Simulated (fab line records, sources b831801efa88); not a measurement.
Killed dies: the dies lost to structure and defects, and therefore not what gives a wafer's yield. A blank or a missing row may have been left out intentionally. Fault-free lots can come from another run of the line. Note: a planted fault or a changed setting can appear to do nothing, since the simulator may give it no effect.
fab line records    flow sfqLine
record lots=6  wafers=18  lastDay=91
route steps=325 shown M3@129 I3@133
lots with no fault: from the same line, run without faults
startH: start of the lot's first displayed wafer, in hours after the record's first day    waitH: time in hours since the lot's previous step    " same as the row above    L1.1+2: a single row standing in for several wafers    - either no value or no given start    * or withheld: withheld    < > ~ a bound
route shown NAME@n: names a module that has steps shown in the file, with the first one's number in the route    usual: the fault-free wafers' mean and standard deviation    same: alike in all rows    chamber/n: place in a boat    sites: readings site by site    _std_site: their standard deviation    _edge_site: inner sites' mean taken away from outer sites' mean    radiusMm: for every site, how far away it sits from the centre of the wafer    mask NAME#n: copy n    behind: the most recent tool/chamber to have shaped the wafer    hold: why the lot was held/for how many hours/how that ended    device: which transistor (n, p or np) failed to switch    end of line: tests run on the same wafers once the route is complete    a step given without rows: its recipe and nothing more    killed: not the wafer's yield, but the dies lost to structure and defects at the first sort    map: a wafer's dies, marking killed ones x, the rest . and places with no die _
set.NAME: the setting that was run; set.NAME@STEP: the one run at that earlier step    model.NAME: the simulator's own value behind a step, which no gauge read
lots seen at some steps along the route; tables by step, rows by wafer
services: a tool's chamber out of use, with start hour (startH, from the record's first day; less than 0 if before it), hours out, and reason
## steps
# step SFQ_TRILAYER_M3_BARC_OPEN_METAL_ETCH_100
# recipe maskMaterial=PR  chemistry=O2  targetDepthNm=125  target=BARC  icpW=600  biasW=80  pressureMtorr=10  timeS=41.7
# usual drypumpMotorCurrentA=6.0/0.45  oesProductAu=0.686/0.0044  rfFwdPowerW=593.9/2.3
lot.wafer  tool         chamber  startH   waitH  drypumpMotorCurrentA  oesProductAu  rfFwdPowerW  rfHoursCounterH
L862.1     rieMetal-02  1        1092.45  0.0    5.6                   0.691         591.6        83
L862.2     "            0        "        "      6.1                   0.682         591.0        4
L862.3     "            0        "        "      6.1                   0.696         590.5        -
L869.2     rieMetal-04  1        1182.71  0.0    6.6                   0.688         593.7        94
L869.3     "            1        "        "      6.6                   0.685         594.3        -
L869.6     "            1        "        "      6.6                   0.693         592.7        -
L872.1     rieMetal-02  1        1198.54  0.0    5.6                   0.682         594.5        96
L872.2     "            0        "        "      6.1                   0.680         589.7        18
L872.6     "            0        "        "      6.1                   0.679         591.7        -
L880.1     rieMetal-04  1        1294.53  0.0    6.6                   0.684         596.1        107
L880.2     "            0        "        "      6.5                   0.686         592.0        108
L880.3     "            1        "        "      6.6                   0.686         597.3        -
L883.2     rieMetal-04  1        1347.78  0.0    6.6                   0.682         594.9        115
L883.3     "            1        "        "      6.5                   0.686         592.0        -
L883.4     "            0        "        "      6.5                   0.683         591.9        -
L884.1     rieMetal-02  0        1348.98  0.0    6.1                   0.684         593.6        41
L884.3     "            0        "        "      6.1                   0.681         594.9        -
L884.6     "            0        "        "      6.1                   0.681         593.9        -
# step SFQ_TRILAYER_M3_ETCH_METAL_ETCH_078
# recipe target=Nb  stopOn=SiO2  maskMaterial=PR  chemistry=Cl2/Ar  targetDepthNm=240  icpW=600  biasW=80  pressureMtorr=10  timeS=120
# usual drypumpMotorCurrentA=6.0/0.45  oesProductAu=0.894/0.0067  rfFwdPowerW=596.9/1.9
lot.wafer  tool         chamber  startH   waitH  drypumpMotorCurrentA  oesProductAu  rfFwdPowerW  rfHoursCounterH
L862.1     rieMetal-02  1        1092.51  0.0    5.6                   0.898         596.8        83
L862.2     "            0        "        "      6.1                   0.898         599.1        4
L862.3     "            0        "        "      6.1                   0.903         596.1        -
L869.2     rieMetal-04  1        1182.77  0.0    6.6                   0.890         598.3        94
L869.3     "            1        "        "      6.5                   0.888         597.9        -
L869.6     "            1        "        "      6.6                   0.884         598.7        -
L872.1     rieMetal-02  1        1198.60  0.0    5.5                   0.900         595.5        96
L872.2     "            0        "        "      6.1                   0.898         596.0        18
L872.6     "            0        "        "      6.1                   0.888         596.6        -
L880.1     rieMetal-04  1        1294.59  0.0    6.6                   0.896         597.9        107
L880.2     "            0        "        "      6.5                   0.893         597.3        108
L880.3     "            1        "        "      6.6                   0.891         595.5        -
L883.2     rieMetal-04  1        1347.84  0.0    6.6                   0.901         600.8        115
L883.3     "            1        "        "      6.6                   0.896         596.8        -
L883.4     "            0        "        "      6.5                   0.902         598.0        -
L884.1     rieMetal-02  0        1349.04  0.0    6.1                   0.896         596.0        41
L884.3     "            0        "        "      6.0                   0.900         596.9        -
L884.6     "            0        "        "      6.1                   0.899         596.9        -
# step SFQ_TRILAYER_M3_STRIP_STRIP_079
# recipe gas=O2  powerW=200  platenTempC=40  overashFraction=0.65  chemistry=O2  pressureMtorr=50
# step SFQ_TRILAYER_M3_STRIP_SOLV_CLEAN_080
# recipe chemistry=NMP  tempC=70  timeS=600
# step SFQ_TRILAYER_I3_DEP_PECVD_081
# recipe material=SiO2  tempC=150  timeS=111.11  pressureTorr=2.4  rfW=183.3  precursor=SiH4/N2O  targetThkNm=500
# usual heaterPowerW=90/12  rfFwdPowerW=182.4/0.64  throttleValvePct=24.2/0.68
lot.wafer  tool      chamber  startH   waitH  heaterPowerW  rfFwdPowerW  throttleValvePct
L862.1     pecvd-02  0        1093.42  0.0    99            183.7        22.9
L862.2     "         2        "        "      107           182.7        24.6
L862.3     "         1        "        "      89            181.1        24.1
L869.2     pecvd-04  2        1183.67  0.0    93            183.0        25.0
L869.3     "         0        "        "      84            182.3        24.8
L869.6     "         2        "        "      77            183.4        24.9
L872.1     pecvd-03  2        1199.51  0.0    65            183.6        23.5
L872.2     "         0        "        "      101           181.7        23.9
L872.6     "         2        "        "      69            182.9        23.5
L880.1     pecvd-04  2        1295.49  0.0    83            182.3        25.1
L880.2     "         0        "        "      100           182.5        24.5
L880.3     "         2        "        "      85            182.4        24.8
L883.2     pecvd-04  1        1348.91  0.0    81            181.8        23.8
L883.3     "         2        "        "      85            182.5        23.1
L883.4     "         1        "        "      84            182.0        23.7
L884.1     pecvd-03  1        1349.94  0.0    87            182.8        23.9
L884.3     "         0        "        "      108           181.5        24.9
L884.6     "         0        "        "      93            182.1        24.8
# step SFQ_TRILAYER_I3_CMP_CMP_082
# recipe material=SiO2  downForcePsi=3  platenRpm=60  padVelocityMS=0.94248
# usual motorCurrentA=9.9/0.87  timeToEndpointS=212/6.6
lot.wafer  tool    chamber  startH   waitH  motorCurrentA  timeToEndpointS
L862.3     cmp-02  3        1093.54  0.1    10.6           217
L862.1     "       1        1094.54  1.1    9.3            215
L862.2     "       2        "        "      10.0           207
L869.3     cmp-01  2        1183.79  0.0    9.7            214
L869.2     "       1        1185.29  1.6    8.9            210
L869.6     "       3        1186.29  2.5    9.9            203
L872.2     cmp-01  0        1201.88  2.3    8.1            193
L872.1     "       1        "        "      8.3            202
L872.6     "       0        1203.88  4.2    8.1            205
L880.2     cmp-02  2        1295.61  0.1    9.7            217
L880.3     "       3        "        "      11.9           223
L880.1     "       1        1297.11  1.6    10.7           215
L883.4     cmp-01  1        1359.68  10.7   9.0            217
L883.3     "       2        "        "      9.8            212
L883.2     "       0        1361.18  12.2   8.4            207
L884.3     cmp-02  0        1359.82  9.8    9.8            212
L884.1     "       2        1360.82  10.8   9.3            208
L884.6     "       1        1362.32  12.3   10.6           219
# step SFQ_I3_BOW_MEAS_922
# recipe mode=bow
# usual I3_BOW=4/8.5
lot.wafer  tool          chamber  startH   waitH  I3_BOW[um]
L862.1     filmMetro-04  -        1096.54  1.5    0
L862.2     "             -        "        "      -20
L862.3     "             -        "        "      4
L869.2     filmMetro-02  -        1186.81  1.0    -13
L869.3     "             -        "        "      -14
L869.6     "             -        "        "      -8
L872.1     filmMetro-04  -        1204.38  1.5    9
L872.2     "             -        "        "      -9
L872.6     "             -        "        "      3
L880.1     filmMetro-03  -        1298.61  1.0    -6
L880.2     "             -        "        "      -3
L880.3     "             -        "        "      5
L883.2     filmMetro-03  -        1362.70  1.0    3
L883.3     "             -        "        "      0
L883.4     "             -        "        "      12
L884.1     filmMetro-04  -        1362.82  1.5    10
L884.3     "             -        "        "      2
L884.6     "             -        "        "      2
# step SFQ_TRILAYER_I3_METRO_MEASURE_083
# usual thkNm=199.5/1.1
lot.wafer  tool          chamber  startH   waitH  thkNm
L862.1     filmMetro-04  -        1096.66  0.1    201.4
L862.2     "             -        "        "      199.7
L862.3     "             -        "        "      200.4
L869.2     filmMetro-02  -        1187.11  0.3    198.4
L869.3     "             -        "        "      198.9
L869.6     "             -        "        "      197.9
L872.1     filmMetro-04  -        1204.50  0.1    199.1
L872.2     "             -        "        "      198.2
L872.6     "             -        "        "      199.1
L880.1     filmMetro-03  -        1298.73  0.1    199.9
L880.2     "             -        "        "      199.9
L880.3     "             -        "        "      200.5
L884.1     filmMetro-04  -        1362.94  0.1    199.3
L884.3     "             -        "        "      199.9
L884.6     "             -        "        "      199.5
L883.2     filmMetro-03  -        1363.00  0.3    198.9
L883.3     "             -        "        "      199.9
L883.4     "             -        "        "      200.4
# step SFQ_TRILAYER_I3_VIA_LITHO_COAT_090
# recipe resist=BARC  spinRpm=3000  resistThkNm=62
# step SFQ_TRILAYER_I3_VIA_LITHO_COAT_085
# recipe resist=KrF  spinRpm=3000  resistThkNm=650
# step SFQ_TRILAYER_I3_VIA_LITHO_SOFTBAKE_089
# recipe tempC=withheld  timeS=withheld  resist=KrF
# step SFQ_TRILAYER_I3_VIA_LITHO_EXPOSE_086
# recipe maskId=I3  na=0.6  sourceShape=conventional  sigmaOuter=0.65  targetCdNm=500  doseMj=21.3
# step SFQ_TRILAYER_I3_VIA_LITHO_PEB_088
# recipe pebTempC=115  pebTimeS=60  resist=KrF
# usual chillPlateTempC=22.99/0.12  exhaustPa=45.1/1  heaterPowerTotalW=79.15/0.068  plateTempC=115.03/0.13
lot.wafer  tool           chamber  startH   waitH  chillPlateTempC  exhaustPa  heaterPowerTotalW  plateTempC
L862.1     lithoTrack-01  0        1099.81  1.0    22.93            46.0       79.12              114.92
L862.2     "              0        "        "      22.91            48.4       79.09              114.96
L862.3     "              0        "        "      22.93            44.8       79.17              115.06
L869.2     lithoTrack-04  0        1193.43  0.8    23.27            45.6       77.47              112.85
L869.3     "              0        "        "      22.93            44.6       77.43              112.93
L869.6     "              0        "        "      23.18            45.5       77.49              113.08
L872.1     lithoTrack-04  0        1207.65  1.0    22.83            44.7       77.40              113.05
L872.2     "              0        "        "      23.02            44.8       77.37              113.18
L872.6     "              0        "        "      23.00            45.1       77.37              113.23
L880.1     lithoTrack-04  0        1302.01  1.0    23.07            43.4       79.08              115.20
L880.2     "              0        "        "      22.90            44.9       79.17              115.17
L880.3     "              0        "        "      23.01            45.1       79.22              115.11
L883.2     lithoTrack-01  0        1484.62  0.8    22.74            46.6       79.19              115.35
L883.3     "              0        "        "      22.83            45.1       79.11              115.30
L883.4     "              0        "        "      22.94            44.0       79.15              114.92
L884.1     lithoTrack-01  0        1485.80  1.0    22.86            43.9       79.20              115.16
L884.3     "              0        "        "      22.84            44.9       79.21              115.03
L884.6     "              0        "        "      22.99            46.5       79.13              115.25
# step SFQ_TRILAYER_I3_VIA_LITHO_DEVELOP_087
# recipe timeS=60  resist=KrF
## services
tool          chamber  startH   hours  kind
cmp-01        -        1080.75  1.8    repair
cmp-02        -        1090.92  1.8    repair
cmp-01        -        1091.91  4.0    pm
pecvd-04      -        1093.70  14.6   pm
filmMetro-04  -        1099.67  1.4    pm
filmMetro-04  -        1104.97  3.2    repair
cmp-02        -        1110.06  2.0    repair
pecvd-04      1        1114.16  186.0  repair
cmp-01        -        1152.30  2.4    repair
filmMetro-04  -        1176.25  1.0    pm
cmp-02        -        1191.12  0.7    repair
filmMetro-04  -        1199.89  0.4    pm
cmp-02        -        1200.19  3.5    pm
cmp-02        -        1206.43  0.7    repair
filmMetro-04  -        1207.51  0.7    pm
rieMetal-02   1        1210.74  22.7   repair
pecvd-04      -        1211.15  5.1    repair
rieMetal-04   -        1228.26  9.1    repair
cmp-02        -        1230.29  1.4    repair
rieMetal-04   1        1242.20  11.4   repair
rieMetal-02   1        1365.82  9.0    repair
rieMetal-02   -        1410.08  14.6   pm
rieMetal-04   -        1431.61  0.4    repair
rieMetal-02   1        1442.55  1.7    repair
## key
firstSign step=SFQ_TRILAYER_I3_VIA_LITHO_PEB_088  reading=heaterPowerTotalW  direction=down  sigmas=25  usual=79.15  struck=77.42
effect step=SFQ_TRILAYER_I3_VIA_LITHO_PEB_088  reading=plateTempC  direction=down  sigmas=15  usual=*  struck=*
metAt SFQ_TRILAYER_I3_VIA_LITHO_PEB_088
struckWafers L869.2,L869.3,L869.6,L872.1,L872.2,L872.6
fault kind=processParameterDrift  tool=lithoTrack-04  chamber=-  onsetH=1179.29  steps=SFQ_TRILAYER_I3_VIA_LITHO_PEB_088  channel=pebTempC  offset=*  shape=step  endH=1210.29  actsIn=*  stated=*
